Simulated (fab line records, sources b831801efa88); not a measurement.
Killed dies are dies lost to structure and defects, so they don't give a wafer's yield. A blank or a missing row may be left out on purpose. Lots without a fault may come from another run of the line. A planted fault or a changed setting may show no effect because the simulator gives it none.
A struck lot beside a sound one | flow sky130 | 43 steps out of a route of 708
Sound: wafers L473.1, L473.5, L473.6. Struck: wafers L487.2, L487.4, L487.6. The cause comes at the end.
At each step with rows: each side's tool, then ch and its chambers, then its first start. Under that, the readings that differ: sound wafers | struck wafers | difference of the means | sigmas: that difference in standard deviations of wafers without a fault.
alike: readings whose means differ by less than 2 such deviations, and words and numbers that are the same on both sides. not compared: withheld readings, readings that some wafer has no value for, bounds like >300 that may hide the same value, and numbers for which the record gives no deviation and whose values overlap.
The two part at a step that has a row with sigmas, a row that says differs or no value, or rows on one side only. Numbers that don't overlap but have no deviation are shown without sigmas and don't part them. A reading that every wafer of one side lacks parts them only if that side has two wafers or more.

first, 3 steps without rows for these wafers: SKY_SONOS_ONO_WET_ETCH_18 (etches Si3N4 in H3PO4, target depth 15 nm, time 172 s); SKY_GATE_OXIDE_CLEAN_00 (cleans in SC1/SC2, time 150 s); SKY_GATE_OXIDE_OXIDATION_01 (stabilise 600 s, purge 300 s, target thk 10.268 nm).
SKY_GATE_OXIDE_THK_MEAS_02:
  sound on film_metro-01, day 12 11:47; struck on film_metro-03, day 17 11:10
  alike: GATE_OXIDE_OXIDATION_00_THK
then, 7 steps without rows for these wafers: SKY_GATE_OXIDE_DEHYDRATE_03 (time 60 s); SKY_GATE_OXIDE_HMDS_04 (prime time 60 s); SKY_GATE_OXIDE_COAT_05 (resist thk 1140 nm); SKY_GATE_OXIDE_SOFTBAKE_06 (time 60 s); SKY_GATE_OXIDE_EXPOSE_07 (exposes mask LVOM, target cd 600 nm); SKY_GATE_OXIDE_PEB_08; SKY_GATE_OXIDE_DEVELOP_09 (develop time 60 s).
SKY_GATE_OXIDE_OVL_MEAS_10:
  sound on overlay-01, day 13 12:07; struck on overlay-02, day 18 17:44
  alike: GATE_OXIDE_OVL
SKY_GATE_OXIDE_IMPLANT_11:
  sound on implanter-04 ch 0, day 13 12:10; struck on implanter-03 ch 0, day 18 17:47
  alike: beam_energy_keV, end_station_pressure_torr
then, 1 step without rows for these wafers: SKY_GATE_OXIDE_WET_ETCH_12 (etches SiO2 in dHF, target depth 16.8 nm, time 336 s).
SKY_GATE_OXIDE_STRIP_13: strips in O2/N2.
  sound on plasma_asher-01 ch 0,1, day 13 12:25; struck on plasma_asher-01 ch 0,1, day 18 18:01
  reading                      | sound             | struck            | difference | sigmas
  strip_time_to_endpoint_s (s) | 14.16 14.17 14.18 | 14.28 14.23 14.26 | +0.09      | +2
  alike: drypump_motor_current_A, oes_product_au
  not compared: rf_hours_counter_h
SKY_GATE_OXIDE_TW_MEAS_14:
  sound on film_metro-01, day 13 12:31; struck on film_metro-01, day 18 18:07
  alike: GATE_OXIDE_TW
then, 3 steps without rows for these wafers: SKY_GATE_OXIDE_CLEAN_15 (cleans in SC1/SC2, time 150 s); SKY_GATE_OXIDE_OXIDATION_16 (stabilise 600 s, purge 300 s, target thk 3.57 nm); SKY_POLY_GATE_CVD_00 (deposits poly-Si, target thk 180 nm, time 720 s).
SKY_POLY_GATE_THK_MEAS_01:
  sound on film_metro-04, day 13 17:31; struck on film_metro-03, day 18 22:08
  alike: POLY_GATE_CVD_00_THK
then, 8 steps without rows for these wafers: SKY_RES_PROTECT_DEHYDRATE_00 (time 60 s); SKY_RES_PROTECT_HMDS_01 (prime time 60 s); SKY_RES_PROTECT_COAT_02 (resist thk 1140 nm); SKY_RES_PROTECT_SOFTBAKE_03 (time 60 s); SKY_RES_PROTECT_EXPOSE_04 (exposes mask RPM, target cd 1270 nm); SKY_RES_PROTECT_PEB_05; SKY_RES_PROTECT_DEVELOP_06 (develop time 60 s); SKY_POLY_GATE_IMPLANT_02.
SKY_RES_PROTECT_STRIP_07: strips in O2/N2.
  sound on plasma_asher-03 ch 0,1, day 14 19:26; struck on plasma_asher-03 ch 0,1, day 20 06:29
  alike: drypump_motor_current_A, oes_product_au, strip_time_to_endpoint_s
  not compared: rf_hours_counter_h
SKY_RES_PROTECT_TW_MEAS_08:
  sound on film_metro-04, day 14 19:32; struck on film_metro-03, day 20 06:36
  alike: POLY_GATE_TW
then, 2 steps without rows for these wafers: SKY_RES_PROTECT_CLEAN_09 (cleans in SC1/SC2, time 150 s); SKY_POLY_GATE_CVD_03 (deposits Si3N4 from DCS/NH3, target thk 75 nm, time 1290 s).
SKY_POLY_GATE_THK_MEAS_04:
  sound on film_metro-04, day 14 21:51; struck on film_metro-04, day 20 08:45
  alike: POLY_GATE_CVD_03_THK
then, 8 steps without rows for these wafers: SKY_POLY_GATE_DEHYDRATE_05 (time 60 s); SKY_POLY_GATE_HMDS_06 (prime time 60 s); SKY_POLY_GATE_COAT_07 (resist thk 110 nm); SKY_POLY_GATE_COAT_08 (resist thk 450 nm); SKY_POLY_GATE_SOFTBAKE_09 (time 90 s); SKY_POLY_GATE_EXPOSE_10 (exposes mask P1M, target cd 150 nm); SKY_POLY_GATE_PEB_11; SKY_POLY_GATE_DEVELOP_12 (develop time 60 s).
SKY_POLY_GATE_CD_MEAS_13: target cd 150 nm.
  sound on cd_sem-01, day 15 23:45; struck on cd_sem-01, day 21 15:43
  reading    | sound             | struck            | difference | sigmas
  cd_nm (nm) | 148.2 148.7 150.4 | 152.5 152.6 152.7 | +3.5       | +2
-- the record jumps here: 28 days lie between the struck wafers' starts before and after (it left off in module POLY_GATE and takes up again in module PAD_OPEN, whose first step shown is number 708 of the route) --
SKY_PAD_OPEN_PROBE_99:
  sound on prober-02, day 45 17:34; struck on prober-02, day 49 05:46
  reading                                        | sound                       | struck                    | difference | sigmas
  model.etest.tip_p.rs_ohm_sq_range              | 204.3 186.5 153.8           | 405.2 451 463.6           | +258.4     |
  model.etest.nfet_01v8.drive_ua_um_range        | 14.19 6.955 10.5            | 27.89 24.82 27.3          | +16.12     |
  model.etest.pfet_01v8.drive_ua_um_range        | 2.807 6.379 9.404           | 18.74 20.77 21.35         | +14.09     |
  model.etest.pfet_01v8_lvt.vt_v_range           | 0.03052 0.03238 0.02913     | 0.2094 0.2148 0.2183      | +0.1835    |
  model.etest.pfet_01v8.vt_v_range               | 0.01138 0.01667 0.009839    | 0.08071 0.08326 0.08181   | +0.06930   |
  model.etest.pfet_01v8_lvt.vt_v_rim_less_centre | -0.01089 -0.009359 -0.01066 | -0.05529 -0.05676 -0.0615 | -0.04755   |
  model.etest.nfet_01v8.vt_v_range               | 0.01059 0.008 0.006384      | 0.03191 0.0309 0.03038    | +0.02274   |
  alike: killed_at_M0_to_M3, killed_at_M4_up, killed_at_contacts, killed_at_front_end, killed_at_other, killed_dies, killed_open, killed_short
  not compared: model.etest.nfet_01v8.drive_ua_um_rim_less_centre

WHERE THEY PART
First at SKY_GATE_OXIDE_STRIP_13; last, within this record, at SKY_POLY_GATE_CD_MEAS_13. Later steps at which nothing parts them and some readings are alike: SKY_PAD_OPEN_PROBE_99.

WHY: what the simulator had put in
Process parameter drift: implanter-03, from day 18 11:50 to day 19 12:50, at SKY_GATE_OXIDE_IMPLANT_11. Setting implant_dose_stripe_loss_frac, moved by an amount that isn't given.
